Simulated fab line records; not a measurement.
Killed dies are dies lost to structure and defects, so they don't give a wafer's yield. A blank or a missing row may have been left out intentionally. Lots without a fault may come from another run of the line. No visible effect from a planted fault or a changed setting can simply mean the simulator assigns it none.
fab line records + flow gf180mcu
record:
- lots: 24
- wafers: 72
- lastDay: 34
route steps=602 shown V1@338 M3@409 V3@430
lots that met no fault: taken from a fault-free run of the same line
startH: hours from the record's opening day to when the first of the lot's shown wafers began + waitH: hours elapsed since this lot's preceding step + " as in the row above + L1.1+2: one row covering several wafers at once + - no value, or no start given + * or withheld: withheld + < > ~ a bound
route shown NAME@n: NAME is a module with steps in the file, n the number in the route of the first one + usual: mean/standard deviation taken from wafers without a fault + same: alike in all rows + chamber/n: place in a boat + sites: per-site readings + _std_site: standard deviation across them + _edge_site: the outer-site mean with the inner-site mean subtracted + radiusMm: for every site, how far away it sits from the centre of the wafer + mask NAME#n: copy n + behind: the tool/chamber that last shaped the wafer + hold: the reason the lot was held/the length of the hold in hours/how it ended + device: whichever transistor did not switch (one of n, p or np) + end of line: the same wafers' tests at the end of the route + step lacking rows: just its recipe + killed: the dies lost at the first sort to structure and to defects; this is not the yield of the wafer + map: the dies of a wafer, with x for killed, . for not killed, _ for no die there
set.NAME: setting as actually run; set.NAME@STEP: the setting as run at that earlier step + model.NAME: the simulator's own value behind a step, which no gauge read
a sample of lots followed through the steps of the route, with each step as a table and each wafer as a row
services: from which hour (startH, from the record's first day; less than 0 if before it) a tool's chamber was out of use, for how many hours, and why
== steps ==
step: GF_V1_THK_MEAS_03
recipe:
- reads: SiO2_of_V1_CVD_02
usual:
- V1_CVD_02_THK: 849/10
| lot.wafer | tool         | chamber | startH | waitH | V1_CVD_02_THK[nm] |
|-----------|--------------|---------|--------|-------|-------------------|
| L074.1    | filmMetro-02 | -       | 380.40 | 0.0   | 837               |
| L074.3    | "            | -       | "      | "     | 853               |
| L074.4    | "            | -       | "      | "     | 856               |
| L075.4    | filmMetro-02 | -       | 390.30 | 0.0   | 865               |
| L075.5    | "            | -       | "      | "     | 869               |
| L075.6    | "            | -       | "      | "     | 867               |
| L076.1    | filmMetro-02 | -       | 401.64 | 0.0   | 850               |
| L076.3    | "            | -       | "      | "     | 839               |
| L076.6    | "            | -       | "      | "     | 858               |
| L077.1    | filmMetro-04 | -       | 411.48 | 0.0   | 842               |
| L077.2    | "            | -       | "      | "     | 851               |
| L077.4    | "            | -       | "      | "     | 868               |
| L078.1    | filmMetro-04 | -       | 417.36 | 0.0   | 835               |
| L078.3    | "            | -       | "      | "     | 830               |
| L078.4    | "            | -       | "      | "     | 850               |
| L079.2    | filmMetro-04 | -       | 433.94 | 0.0   | 832               |
| L079.4    | "            | -       | "      | "     | 852               |
| L079.6    | "            | -       | "      | "     | 851               |
| L080.1    | filmMetro-02 | -       | 445.13 | 0.0   | 847               |
| L080.2    | "            | -       | "      | "     | 838               |
| L080.5    | "            | -       | "      | "     | 858               |
| L081.2    | filmMetro-02 | -       | 450.79 | 0.0   | 844               |
| L081.3    | "            | -       | "      | "     | 851               |
| L081.4    | "            | -       | "      | "     | 855               |
| L082.1    | filmMetro-01 | -       | 464.37 | 0.0   | 840               |
| L082.3    | "            | -       | "      | "     | 849               |
| L082.5    | "            | -       | "      | "     | 867               |
| L083.1    | filmMetro-01 | -       | 469.72 | 0.0   | 840               |
| L083.2    | "            | -       | "      | "     | 840               |
| L083.6    | "            | -       | "      | "     | 859               |
| L084.1    | filmMetro-02 | -       | 483.71 | 0.0   | 842               |
| L084.4    | "            | -       | "      | "     | 870               |
| L084.5    | "            | -       | "      | "     | 865               |
| L085.2    | filmMetro-04 | -       | 488.39 | 0.0   | 851               |
| L085.5    | "            | -       | "      | "     | 854               |
| L085.6    | "            | -       | "      | "     | 860               |
| L086.1    | filmMetro-01 | -       | 496.37 | 0.0   | 838               |
| L086.2    | "            | -       | "      | "     | 847               |
| L086.4    | "            | -       | "      | "     | 854               |
| L087.1    | filmMetro-01 | -       | 505.62 | 0.0   | 845               |
| L087.4    | "            | -       | "      | "     | 860               |
| L087.5    | "            | -       | "      | "     | 865               |
| L088.1    | filmMetro-01 | -       | 511.81 | 0.0   | 841               |
| L088.3    | "            | -       | "      | "     | 838               |
| L088.5    | "            | -       | "      | "     | 853               |
| L089.3    | filmMetro-02 | -       | 515.61 | 0.1   | 844               |
| L089.5    | "            | -       | "      | "     | 851               |
| L089.6    | "            | -       | "      | "     | 854               |
| L090.1    | filmMetro-02 | -       | 529.46 | 0.0   | 832               |
| L090.5    | "            | -       | "      | "     | 850               |
| L090.6    | "            | -       | "      | "     | 853               |
| L091.1    | filmMetro-04 | -       | 542.42 | 0.0   | 857               |
| L091.3    | "            | -       | "      | "     | 856               |
| L091.5    | "            | -       | "      | "     | 862               |
| L093.4    | filmMetro-04 | -       | 555.73 | 0.0   | 863               |
| L093.5    | "            | -       | "      | "     | 849               |
| L093.6    | "            | -       | "      | "     | 842               |
| L092.3    | filmMetro-04 | -       | 556.93 | 0.1   | 849               |
| L092.4    | "            | -       | "      | "     | 861               |
| L092.5    | "            | -       | "      | "     | 854               |
| L094.1    | filmMetro-01 | -       | 560.26 | 0.0   | 832               |
| L094.4    | "            | -       | "      | "     | 852               |
| L094.6    | "            | -       | "      | "     | 858               |
| L095.1    | filmMetro-01 | -       | 570.70 | 0.0   | 841               |
| L095.2    | "            | -       | "      | "     | 837               |
| L095.6    | "            | -       | "      | "     | 851               |
| L096.2    | filmMetro-02 | -       | 583.70 | 0.0   | 837               |
| L096.3    | "            | -       | "      | "     | 844               |
| L096.4    | "            | -       | "      | "     | 848               |
| L097.3    | filmMetro-04 | -       | 584.44 | 0.1   | 832               |
| L097.4    | "            | -       | "      | "     | 857               |
| L097.5    | "            | -       | "      | "     | 848               |
step: GF_M3_SPUTTER_00
recipe:
- material: Ti
- targetThkNm: 37.5
- arrivingIonEnergyEv: 80
- substrateTempC: 200
- chamberPressurePa: 2
- powerW: 4000
- timeS: 150
usual:
- throttleValvePct: 30.3/1.3
| lot.wafer | tool          | chamber | startH | waitH | throttleValvePct |
|-----------|---------------|---------|--------|-------|------------------|
| L074.1    | pvdSputter-03 | -       | 458.27 | 0.1   | 30.2             |
| L074.3    | "             | -       | "      | "     | 30.1             |
| L074.4    | "             | -       | "      | "     | 31.8             |
| L075.4    | pvdSputter-04 | -       | 466.67 | 0.2   | 30.0             |
| L075.5    | "             | -       | "      | "     | 31.9             |
| L075.6    | "             | -       | "      | "     | 27.1             |
| L076.1    | pvdSputter-04 | -       | 478.22 | 0.1   | 29.9             |
| L076.3    | "             | -       | "      | "     | 32.0             |
| L076.6    | "             | -       | "      | "     | 29.8             |
| L077.1    | pvdSputter-03 | -       | 488.48 | 0.2   | 32.0             |
| L077.2    | "             | -       | "      | "     | 30.9             |
| L077.4    | "             | -       | "      | "     | 30.1             |
| L078.1    | pvdSputter-04 | -       | 495.38 | 0.1   | 27.2             |
| L078.3    | "             | -       | "      | "     | 30.1             |
| L078.4    | "             | -       | "      | "     | 32.4             |
| L079.2    | pvdSputter-01 | -       | 511.37 | 0.1   | 29.3             |
| L079.4    | "             | -       | "      | "     | 30.8             |
| L079.6    | "             | -       | "      | "     | 31.0             |
| L080.1    | pvdSputter-01 | -       | 522.40 | 0.2   | 31.1             |
| L080.2    | "             | -       | "      | "     | 31.6             |
| L080.5    | "             | -       | "      | "     | 29.3             |
| L081.2    | pvdSputter-03 | -       | 527.73 | 0.1   | 31.9             |
| L081.3    | "             | -       | "      | "     | 30.2             |
| L081.4    | "             | -       | "      | "     | 31.2             |
| L082.1    | pvdSputter-03 | -       | 540.27 | 0.1   | 30.1             |
| L082.3    | "             | -       | "      | "     | 31.8             |
| L082.5    | "             | -       | "      | "     | 29.8             |
| L083.1    | pvdSputter-03 | -       | 545.02 | 0.2   | 30.0             |
| L083.2    | "             | -       | "      | "     | 31.9             |
| L083.6    | "             | -       | "      | "     | 30.2             |
| L084.1    | pvdSputter-03 | -       | 557.77 | 0.1   | 31.6             |
| L084.4    | "             | -       | "      | "     | 30.1             |
| L084.5    | "             | -       | "      | "     | 30.1             |
| L085.2    | pvdSputter-04 | -       | 562.67 | 0.2   | 30.0             |
| L085.5    | "             | -       | "      | "     | 32.1             |
| L085.6    | "             | -       | "      | "     | 30.1             |
| L086.1    | pvdSputter-03 | -       | 568.89 | 0.2   | 31.8             |
| L086.2    | "             | -       | "      | "     | 29.9             |
| L086.4    | "             | -       | "      | "     | 31.0             |
| L087.1    | pvdSputter-01 | -       | 578.02 | 0.2   | 30.9             |
| L087.4    | "             | -       | "      | "     | 29.1             |
| L087.5    | "             | -       | "      | "     | 29.2             |
| L088.1    | pvdSputter-01 | -       | 584.80 | 0.2   | 31.4             |
| L088.3    | "             | -       | "      | "     | 29.1             |
| L088.5    | "             | -       | "      | "     | 31.8             |
| L089.3    | pvdSputter-01 | -       | 587.62 | 0.2   | 31.4             |
| L089.5    | "             | -       | "      | "     | 30.9             |
| L089.6    | "             | -       | "      | "     | 29.3             |
| L090.1    | pvdSputter-01 | -       | 600.12 | 0.2   | 31.9             |
| L090.5    | "             | -       | "      | "     | 29.1             |
| L090.6    | "             | -       | "      | "     | 30.9             |
| L091.1    | pvdSputter-03 | -       | 612.72 | 0.2   | 31.1             |
| L091.3    | "             | -       | "      | "     | 30.2             |
| L091.5    | "             | -       | "      | "     | 31.0             |
| L093.4    | pvdSputter-03 | -       | 627.85 | 0.1   | 31.9             |
| L093.5    | "             | -       | "      | "     | 29.9             |
| L093.6    | "             | -       | "      | "     | 31.6             |
| L092.3    | pvdSputter-01 | -       | 628.17 | 0.3   | 30.9             |
| L092.4    | "             | -       | "      | "     | 28.8             |
| L092.5    | "             | -       | "      | "     | 28.8             |
| L094.1    | pvdSputter-03 | -       | 630.43 | 0.2   | 31.9             |
| L094.4    | "             | -       | "      | "     | 30.6             |
| L094.6    | "             | -       | "      | "     | 31.0             |
| L095.1    | pvdSputter-01 | -       | 637.77 | 0.1   | 30.7             |
| L095.2    | "             | -       | "      | "     | 31.3             |
| L095.6    | "             | -       | "      | "     | 31.8             |
| L096.2    | pvdSputter-04 | -       | 651.43 | 0.1   | 29.8             |
| L096.3    | "             | -       | "      | "     | 27.0             |
| L096.4    | "             | -       | "      | "     | 32.1             |
| L097.3    | pvdSputter-01 | -       | 652.55 | 0.1   | 28.8             |
| L097.4    | "             | -       | "      | "     | 31.2             |
| L097.5    | "             | -       | "      | "     | 31.6             |
step: GF_M3_OVL_MEAS_15
usual:
- M3_OVL: -1/5.9
| lot.wafer | tool       | chamber | startH | waitH | M3_OVL[nm] |
|-----------|------------|---------|--------|-------|------------|
| L074.1    | overlay-01 | -       | 483.04 | 0.1   | -4         |
| L074.3    | "          | -       | "      | "     | 7          |
| L074.4    | "          | -       | "      | "     | 1          |
| L075.4    | overlay-02 | -       | 491.25 | 0.1   | -5         |
| L075.5    | "          | -       | "      | "     | 2          |
| L075.6    | "          | -       | "      | "     | -3         |
| L076.1    | overlay-02 | -       | 502.53 | 0.1   | -3         |
| L076.3    | "          | -       | "      | "     | 1          |
| L076.6    | "          | -       | "      | "     | 2          |
| L077.1    | overlay-01 | -       | 512.38 | 0.1   | -1         |
| L077.2    | "          | -       | "      | "     | 9          |
| L077.4    | "          | -       | "      | "     | 2          |
| L078.1    | overlay-02 | -       | 518.89 | 0.1   | -7         |
| L078.3    | "          | -       | "      | "     | -7         |
| L078.4    | "          | -       | "      | "     | -10        |
| L079.2    | overlay-02 | -       | 534.78 | 0.1   | -5         |
| L079.4    | "          | -       | "      | "     | 4          |
| L079.6    | "          | -       | "      | "     | -10        |
| L080.1    | overlay-02 | -       | 545.44 | 0.1   | -1         |
| L080.2    | "          | -       | "      | "     | 2          |
| L080.5    | "          | -       | "      | "     | 0          |
| L081.2    | overlay-02 | -       | 550.53 | 0.1   | 4          |
| L081.3    | "          | -       | "      | "     | 2          |
| L081.4    | "          | -       | "      | "     | -2         |
| L082.1    | overlay-01 | -       | 562.73 | 0.1   | -4         |
| L082.3    | "          | -       | "      | "     | -6         |
| L082.5    | "          | -       | "      | "     | 0          |
| L083.1    | overlay-01 | -       | 567.34 | 0.1   | 5          |
| L083.2    | "          | -       | "      | "     | 4          |
| L083.6    | "          | -       | "      | "     | 1          |
| L084.1    | overlay-02 | -       | 580.03 | 0.1   | 1          |
| L084.4    | "          | -       | "      | "     | -3         |
| L084.5    | "          | -       | "      | "     | -4         |
| L085.2    | overlay-02 | -       | 584.63 | 0.1   | -11        |
| L085.5    | "          | -       | "      | "     | 4          |
| L085.6    | "          | -       | "      | "     | -13        |
| L086.1    | overlay-02 | -       | 590.18 | 0.1   | 4          |
| L086.2    | "          | -       | "      | "     | -3         |
| L086.4    | "          | -       | "      | "     | 1          |
| L087.1    | overlay-01 | -       | 599.18 | 0.1   | -8         |
| L087.4    | "          | -       | "      | "     | 5          |
| L087.5    | "          | -       | "      | "     | 2          |
| L088.1    | overlay-02 | -       | 606.38 | 0.1   | 3          |
| L088.3    | "          | -       | "      | "     | 6          |
| L088.5    | "          | -       | "      | "     | 3          |
| L089.3    | overlay-02 | -       | 608.75 | 0.1   | 1          |
| L089.5    | "          | -       | "      | "     | -8         |
| L089.6    | "          | -       | "      | "     | -4         |
| L090.1    | overlay-02 | -       | 620.73 | 0.1   | -2         |
| L090.5    | "          | -       | "      | "     | 5          |
| L090.6    | "          | -       | "      | "     | 5          |
| L091.1    | overlay-02 | -       | 632.23 | 0.1   | 6          |
| L091.3    | "          | -       | "      | "     | 8          |
| L091.5    | "          | -       | "      | "     | 5          |
| L093.4    | overlay-01 | -       | 647.50 | 0.1   | -5         |
| L093.5    | "          | -       | "      | "     | -8         |
| L093.6    | "          | -       | "      | "     | -2         |
| L092.3    | overlay-02 | -       | 648.44 | 0.1   | -7         |
| L092.4    | "          | -       | "      | "     | -5         |
| L092.5    | "          | -       | "      | "     | -11        |
| L094.1    | overlay-01 | -       | 650.18 | 0.1   | 2          |
| L094.4    | "          | -       | "      | "     | 9          |
| L094.6    | "          | -       | "      | "     | -9         |
| L095.1    | overlay-02 | -       | 657.83 | 0.1   | -6         |
| L095.2    | "          | -       | "      | "     | -11        |
| L095.6    | "          | -       | "      | "     | -4         |
| L096.2    | overlay-02 | -       | 671.35 | 0.1   | -10        |
| L096.3    | "          | -       | "      | "     | 2          |
| L096.4    | "          | -       | "      | "     | -1         |
| L097.3    | overlay-01 | -       | 672.39 | 0.1   | 5          |
| L097.4    | "          | -       | "      | "     | -5         |
| L097.5    | "          | -       | "      | "     | -5         |
step: GF_V3_THK_MEAS_01
recipe:
- reads: SiO2_of_V3_CVD_00
usual:
- V3_CVD_00_THK: 598/5.9
| lot.wafer | tool         | chamber | startH | waitH | V3_CVD_00_THK[nm] |
|-----------|--------------|---------|--------|-------|-------------------|
| L074.1    | filmMetro-01 | -       | 483.80 | 0.0   | 595               |
| L074.3    | "            | -       | "      | "     | 595               |
| L074.4    | "            | -       | "      | "     | 596               |
| L075.4    | filmMetro-02 | -       | 492.02 | 0.0   | 611               |
| L075.5    | "            | -       | "      | "     | 606               |
| L075.6    | "            | -       | "      | "     | 606               |
| L076.1    | filmMetro-01 | -       | 503.33 | 0.0   | 596               |
| L076.3    | "            | -       | "      | "     | 588               |
| L076.6    | "            | -       | "      | "     | 589               |
| L077.1    | filmMetro-04 | -       | 513.13 | 0.0   | 604               |
| L077.2    | "            | -       | "      | "     | 609               |
| L077.4    | "            | -       | "      | "     | 608               |
| L078.1    | filmMetro-04 | -       | 519.69 | 0.0   | 594               |
| L078.3    | "            | -       | "      | "     | 593               |
| L078.4    | "            | -       | "      | "     | 596               |
| L079.2    | filmMetro-01 | -       | 535.61 | 0.0   | 597               |
| L079.4    | "            | -       | "      | "     | 599               |
| L079.6    | "            | -       | "      | "     | 597               |
| L080.1    | filmMetro-02 | -       | 546.20 | 0.0   | 589               |
| L080.2    | "            | -       | "      | "     | 587               |
| L080.5    | "            | -       | "      | "     | 587               |
| L081.2    | filmMetro-01 | -       | 551.29 | 0.0   | 595               |
| L081.3    | "            | -       | "      | "     | 586               |
| L081.4    | "            | -       | "      | "     | 596               |
| L082.1    | filmMetro-02 | -       | 563.48 | 0.0   | 602               |
| L082.3    | "            | -       | "      | "     | 603               |
| L082.5    | "            | -       | "      | "     | 599               |
| L083.1    | filmMetro-01 | -       | 568.10 | 0.0   | 592               |
| L083.2    | "            | -       | "      | "     | 592               |
| L083.6    | "            | -       | "      | "     | 592               |
| L084.1    | filmMetro-02 | -       | 580.79 | 0.0   | 606               |
| L084.4    | "            | -       | "      | "     | 606               |
| L084.5    | "            | -       | "      | "     | 600               |
| L085.2    | filmMetro-02 | -       | 585.39 | 0.0   | 601               |
| L085.5    | "            | -       | "      | "     | 594               |
| L085.6    | "            | -       | "      | "     | 598               |
| L086.1    | filmMetro-01 | -       | 590.93 | 0.0   | 596               |
| L086.2    | "            | -       | "      | "     | 592               |
| L086.4    | "            | -       | "      | "     | 587               |
| L087.1    | filmMetro-01 | -       | 599.94 | 0.0   | 594               |
| L087.4    | "            | -       | "      | "     | 588               |
| L087.5    | "            | -       | "      | "     | 588               |
| L088.1    | filmMetro-04 | -       | 607.15 | 0.0   | 607               |
| L088.3    | "            | -       | "      | "     | 600               |
| L088.5    | "            | -       | "      | "     | 603               |
| L089.3    | filmMetro-02 | -       | 609.55 | 0.1   | 596               |
| L089.5    | "            | -       | "      | "     | 599               |
| L089.6    | "            | -       | "      | "     | 596               |
| L090.1    | filmMetro-01 | -       | 621.49 | 0.0   | 599               |
| L090.5    | "            | -       | "      | "     | 601               |
| L090.6    | "            | -       | "      | "     | 601               |
| L091.1    | filmMetro-04 | -       | 633.37 | 0.1   | 606               |
| L091.3    | "            | -       | "      | "     | 602               |
| L091.5    | "            | -       | "      | "     | 596               |
| L093.4    | filmMetro-02 | -       | 648.35 | 0.0   | 603               |
| L093.5    | "            | -       | "      | "     | 599               |
| L093.6    | "            | -       | "      | "     | 597               |
| L092.3    | filmMetro-02 | -       | 649.66 | 0.1   | 600               |
| L092.4    | "            | -       | "      | "     | 603               |
| L092.5    | "            | -       | "      | "     | 594               |
| L094.1    | filmMetro-04 | -       | 650.93 | 0.0   | 602               |
| L094.4    | "            | -       | "      | "     | 604               |
| L094.6    | "            | -       | "      | "     | 604               |
| L095.1    | filmMetro-02 | -       | 658.58 | 0.0   | 598               |
| L095.2    | "            | -       | "      | "     | 597               |
| L095.6    | "            | -       | "      | "     | 597               |
| L096.2    | filmMetro-04 | -       | 672.22 | 0.0   | 599               |
| L096.3    | "            | -       | "      | "     | 602               |
| L096.4    | "            | -       | "      | "     | 602               |
| L097.3    | filmMetro-02 | -       | 673.15 | 0.1   | 595               |
| L097.4    | "            | -       | "      | "     | 599               |
| L097.5    | "            | -       | "      | "     | 598               |
step: GF_V3_BOW_MEAS_05
recipe:
- mode: bow
usual:
- V3_BOW: 116/8.3
| lot.wafer | tool         | chamber | startH | waitH | V3_BOW[um] |
|-----------|--------------|---------|--------|-------|------------|
| L074.1    | filmMetro-02 | -       | 484.29 | 0.1   | 101        |
| L074.3    | "            | -       | "      | "     | 118        |
| L074.4    | "            | -       | "      | "     | 133        |
| L075.4    | filmMetro-01 | -       | 492.54 | 0.2   | 112        |
| L075.5    | "            | -       | "      | "     | 108        |
| L075.6    | "            | -       | "      | "     | 121        |
| L076.1    | filmMetro-01 | -       | 503.82 | 0.1   | 124        |
| L076.3    | "            | -       | "      | "     | 122        |
| L076.6    | "            | -       | "      | "     | 121        |
| L077.1    | filmMetro-02 | -       | 513.62 | 0.1   | 120        |
| L077.2    | "            | -       | "      | "     | 118        |
| L077.4    | "            | -       | "      | "     | 120        |
| L078.1    | filmMetro-02 | -       | 520.18 | 0.2   | 125        |
| L078.3    | "            | -       | "      | "     | 114        |
| L078.4    | "            | -       | "      | "     | 126        |
| L079.2    | filmMetro-01 | -       | 536.11 | 0.3   | 120        |
| L079.4    | "            | -       | "      | "     | 120        |
| L079.6    | "            | -       | "      | "     | 108        |
| L080.1    | filmMetro-02 | -       | 546.69 | 0.1   | 117        |
| L080.2    | "            | -       | "      | "     | 111        |
| L080.5    | "            | -       | "      | "     | 111        |
| L081.2    | filmMetro-04 | -       | 551.79 | 0.3   | 121        |
| L081.3    | "            | -       | "      | "     | 116        |
| L081.4    | "            | -       | "      | "     | 121        |
| L082.1    | filmMetro-02 | -       | 563.97 | 0.1   | 116        |
| L082.3    | "            | -       | "      | "     | 115        |
| L082.5    | "            | -       | "      | "     | 118        |
| L083.1    | filmMetro-02 | -       | 568.59 | 0.2   | 129        |
| L083.2    | "            | -       | "      | "     | 114        |
| L083.6    | "            | -       | "      | "     | 97         |
| L084.1    | filmMetro-04 | -       | 581.31 | 0.1   | 118        |
| L084.4    | "            | -       | "      | "     | 119        |
| L084.5    | "            | -       | "      | "     | 129        |
| L085.2    | filmMetro-02 | -       | 585.89 | 0.2   | 107        |
| L085.5    | "            | -       | "      | "     | 118        |
| L085.6    | "            | -       | "      | "     | 104        |
| L086.1    | filmMetro-02 | -       | 591.42 | 0.2   | 123        |
| L086.2    | "            | -       | "      | "     | 129        |
| L086.4    | "            | -       | "      | "     | 136        |
| L087.1    | filmMetro-02 | -       | 600.43 | 0.1   | 106        |
| L087.4    | "            | -       | "      | "     | 102        |
| L087.5    | "            | -       | "      | "     | 97         |
| L088.1    | filmMetro-01 | -       | 607.64 | 0.2   | 118        |
| L088.3    | "            | -       | "      | "     | 112        |
| L088.5    | "            | -       | "      | "     | 110        |
| L089.3    | filmMetro-04 | -       | 610.06 | 0.3   | 97         |
| L089.5    | "            | -       | "      | "     | 113        |
| L089.6    | "            | -       | "      | "     | 115        |
| L090.1    | filmMetro-02 | -       | 626.62 | 0.1   | 120        |
| L090.5    | "            | -       | "      | "     | 120        |
| L090.6    | "            | -       | "      | "     | 120        |
| L091.1    | filmMetro-04 | -       | 635.17 | 0.1   | 102        |
| L091.3    | "            | -       | "      | "     | 115        |
| L091.5    | "            | -       | "      | "     | 122        |
| L093.4    | filmMetro-04 | -       | 648.87 | 0.2   | 106        |
| L093.5    | "            | -       | "      | "     | 111        |
| L093.6    | "            | -       | "      | "     | 107        |
| L092.3    | filmMetro-02 | -       | 650.16 | 0.3   | 115        |
| L092.4    | "            | -       | "      | "     | 122        |
| L092.5    | "            | -       | "      | "     | 119        |
| L094.1    | filmMetro-01 | -       | 651.42 | 0.2   | 109        |
| L094.4    | "            | -       | "      | "     | 120        |
| L094.6    | "            | -       | "      | "     | 124        |
| L095.1    | filmMetro-04 | -       | 659.07 | 0.2   | 117        |
| L095.2    | "            | -       | "      | "     | 123        |
| L095.6    | "            | -       | "      | "     | 124        |
| L096.2    | filmMetro-02 | -       | 672.72 | 0.3   | 115        |
| L096.3    | "            | -       | "      | "     | 116        |
| L096.4    | "            | -       | "      | "     | 113        |
| L097.3    | filmMetro-02 | -       | 673.66 | 0.2   | 100        |
| L097.4    | "            | -       | "      | "     | 110        |
| L097.5    | "            | -       | "      | "     | 110        |
step: GF_V3_SPUTTER_21
recipe:
- material: Ti
- targetThkNm: 15
- chamberPressurePa: 5
- powerW: 2500
- substrateTempC: 200
- timeS: 80.02
usual:
- throttleValvePct: 30.1/0.93
| lot.wafer | tool          | chamber | startH | waitH | throttleValvePct |
|-----------|---------------|---------|--------|-------|------------------|
| L074.1    | pvdSputter-03 | -       | 508.77 | 0.0   | 31.6             |
| L074.3    | "             | -       | "      | "     | 30.1             |
| L074.4    | "             | -       | "      | "     | 29.9             |
| L075.4    | pvdSputter-02 | -       | 516.86 | 0.0   | 31.0             |
| L075.5    | "             | -       | "      | "     | 29.7             |
| L075.6    | "             | -       | "      | "     | 30.1             |
| L076.1    | pvdSputter-02 | -       | 528.02 | 0.0   | 28.6             |
| L076.3    | "             | -       | "      | "     | 30.8             |
| L076.6    | "             | -       | "      | "     | 30.0             |
| L077.1    | pvdSputter-01 | -       | 537.91 | 0.0   | 28.5             |
| L077.2    | "             | -       | "      | "     | 31.4             |
| L077.4    | "             | -       | "      | "     | 30.6             |
| L078.1    | pvdSputter-03 | -       | 543.17 | 0.0   | 30.0             |
| L078.3    | "             | -       | "      | "     | 31.8             |
| L078.4    | "             | -       | "      | "     | 30.2             |
| L079.2    | pvdSputter-02 | -       | 559.09 | 0.0   | 28.9             |
| L079.4    | "             | -       | "      | "     | 29.0             |
| L079.6    | "             | -       | "      | "     | 30.1             |
| L080.1    | pvdSputter-02 | -       | 569.33 | 0.0   | 30.0             |
| L080.2    | "             | -       | "      | "     | 31.2             |
| L080.5    | "             | -       | "      | "     | 29.6             |
| L081.2    | pvdSputter-02 | -       | 573.88 | 0.0   | 30.1             |
| L081.3    | "             | -       | "      | "     | 30.7             |
| L081.4    | "             | -       | "      | "     | 29.0             |
| L082.1    | pvdSputter-02 | -       | 586.44 | 0.0   | 29.6             |
| L082.3    | "             | -       | "      | "     | 30.3             |
| L082.5    | "             | -       | "      | "     | 28.7             |
| L083.1    | pvdSputter-01 | -       | 590.52 | 0.0   | 29.0             |
| L083.2    | "             | -       | "      | "     | 28.7             |
| L083.6    | "             | -       | "      | "     | 28.6             |
| L084.1    | pvdSputter-03 | -       | 603.62 | 0.0   | 31.0             |
| L084.4    | "             | -       | "      | "     | 29.9             |
| L084.5    | "             | -       | "      | "     | 30.1             |
| L085.2    | pvdSputter-02 | -       | 607.62 | 0.0   | 31.0             |
| L085.5    | "             | -       | "      | "     | 29.7             |
| L085.6    | "             | -       | "      | "     | 28.9             |
| L086.1    | pvdSputter-01 | -       | 613.55 | 0.0   | 29.2             |
| L086.2    | "             | -       | "      | "     | 31.6             |
| L086.4    | "             | -       | "      | "     | 30.7             |
| L087.1    | pvdSputter-03 | -       | 621.69 | 0.0   | 30.1             |
| L087.4    | "             | -       | "      | "     | 31.1             |
| L087.5    | "             | -       | "      | "     | 32.0             |
| L088.1    | pvdSputter-02 | -       | 629.72 | 0.0   | 28.7             |
| L088.3    | "             | -       | "      | "     | 31.0             |
| L088.5    | "             | -       | "      | "     | 29.7             |
| L089.3    | pvdSputter-02 | -       | 630.87 | 0.0   | 29.6             |
| L089.5    | "             | -       | "      | "     | 28.7             |
| L089.6    | "             | -       | "      | "     | 29.9             |
| L090.1    | pvdSputter-03 | -       | 646.76 | 0.0   | 31.7             |
| L090.5    | "             | -       | "      | "     | 30.8             |
| L090.6    | "             | -       | "      | "     | 30.0             |
| L091.1    | pvdSputter-02 | -       | 655.74 | 0.0   | 29.9             |
| L091.3    | "             | -       | "      | "     | 31.0             |
| L091.5    | "             | -       | "      | "     | 30.8             |
| L093.4    | pvdSputter-03 | -       | 668.74 | 0.0   | 30.1             |
| L093.5    | "             | -       | "      | "     | 30.9             |
| L093.6    | "             | -       | "      | "     | 29.7             |
| L092.3    | pvdSputter-02 | -       | 670.34 | 0.0   | 30.9             |
| L092.4    | "             | -       | "      | "     | 28.8             |
| L092.5    | "             | -       | "      | "     | 30.2             |
| L094.1    | pvdSputter-01 | -       | 671.52 | 0.0   | 28.5             |
| L094.4    | "             | -       | "      | "     | 30.9             |
| L094.6    | "             | -       | "      | "     | 31.3             |
| L095.1    | pvdSputter-01 | -       | 679.20 | 0.0   | 28.9             |
| L095.2    | "             | -       | "      | "     | 31.5             |
| L095.6    | "             | -       | "      | "     | 29.4             |
| L096.2    | pvdSputter-01 | -       | 692.04 | 0.0   | 31.0             |
| L096.3    | "             | -       | "      | "     | 31.4             |
| L096.4    | "             | -       | "      | "     | 29.3             |
| L097.3    | pvdSputter-02 | -       | 693.12 | 0.0   | 30.3             |
| L097.4    | "             | -       | "      | "     | 30.8             |
| L097.5    | "             | -       | "      | "     | 29.1             |
== services ==
| tool          | chamber | startH | hours | kind                  |
|---------------|---------|--------|-------|-----------------------|
| pvdSputter-01 | -       | 434.88 | 4.9   | repair                |
| pvdSputter-04 | -       | 437.73 | 4.5   | repair                |
| pvdSputter-02 | -       | 441.46 | 2.0   | repair                |
| pvdSputter-02 | -       | 454.16 | 1.8   | repair                |
| pvdSputter-01 | -       | 473.68 | 1.7   | repair                |
| pvdSputter-04 | -       | 524.49 | 0.7   | repair                |
| pvdSputter-04 | -       | 530.81 | 2.1   | repair                |
| pvdSputter-02 | 2       | 544.09 | -     | consumableReplace:kit |
| pvdSputter-02 | 2       | 544.09 | 18.0  | scheduledDown         |
| pvdSputter-02 | 2       | 544.09 | 18.0  | ventCycle             |
| pvdSputter-01 | 2       | 547.47 | -     | consumableReplace:kit |
| pvdSputter-01 | 2       | 547.47 | 18.0  | scheduledDown         |
| pvdSputter-01 | 2       | 547.47 | 18.0  | ventCycle             |
| pvdSputter-04 | 1       | 549.06 | -     | consumableReplace:kit |
| pvdSputter-04 | 1       | 549.06 | 18.0  | scheduledDown         |
| pvdSputter-04 | 1       | 549.06 | 18.0  | ventCycle             |
| pvdSputter-01 | -       | 568.82 | 0.5   | repair                |
| pvdSputter-03 | 2       | 570.24 | -     | consumableReplace:kit |
| pvdSputter-03 | 2       | 570.24 | 18.0  | scheduledDown         |
| pvdSputter-03 | 2       | 570.24 | 18.0  | ventCycle             |
| pvdSputter-02 | -       | 614.78 | 1.8   | repair                |
| pvdSputter-04 | 0       | 667.40 | -     | consumableReplace:kit |
| pvdSputter-04 | 0       | 667.40 | 18.0  | scheduledDown         |
| pvdSputter-04 | -       | 683.54 | 5.1   | repair                |
== key ==
fault none
